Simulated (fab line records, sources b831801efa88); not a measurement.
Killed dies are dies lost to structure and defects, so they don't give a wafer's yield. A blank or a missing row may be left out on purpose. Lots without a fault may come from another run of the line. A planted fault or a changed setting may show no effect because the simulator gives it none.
Which tool did it? | flow gf180mcu | 7 lots, 21 wafers sampled, at 1 step of a route of 602

WHAT THE GAUGES READ, wafer by wafer
GF_M3_CD_MEAS_14: target cd 280 nm.
lot  | measured     | on        | cd_nm (nm)
L995 | day 22 04:44 | cd_sem-01 | 278.3 278.2 278.5
L999 | day 24 04:08 | cd_sem-02 | 279.8 279.6 279.4
L101 | day 25 06:41 | cd_sem-02 | 278.7 277.9 277.0
L106 | day 26 13:38 | cd_sem-02 | 279.4 278.4 279.6
L108 | day 27 03:23 | cd_sem-02 | 279.4 280.7 280.0
L111 | day 27 18:44 | cd_sem-01 | 279.4 280.6 280.3
L115 | day 29 01:40 | cd_sem-01 | 280.5 278.6 280.0

WHICH TOOL RAN EACH LOT (tool, then ch and the chambers of the sampled wafers, then the start)
The record holds no process step before these readings.

THE ANSWER, worked out from the rows above alone
Rule: what is usual is taken from the lots themselves. Put in order of their means at a reading, lots are off if they are a third of the lots or fewer, leave a main group of 4 or more, and stand apart from it by a gap of 3 or more times the standard deviation of the main group's means; of several such gaps the widest counts. A main group whose means are all the same, to the digits that the tables above print for the reading, isn't used. A lot without any number at a reading at which 4 lots or more have one is off too. The other lots that the step has rows for count as sound.
No lot is off at any reading shown: from this, nothing can be told.

WHAT THE SIMULATOR HAD PUT IN
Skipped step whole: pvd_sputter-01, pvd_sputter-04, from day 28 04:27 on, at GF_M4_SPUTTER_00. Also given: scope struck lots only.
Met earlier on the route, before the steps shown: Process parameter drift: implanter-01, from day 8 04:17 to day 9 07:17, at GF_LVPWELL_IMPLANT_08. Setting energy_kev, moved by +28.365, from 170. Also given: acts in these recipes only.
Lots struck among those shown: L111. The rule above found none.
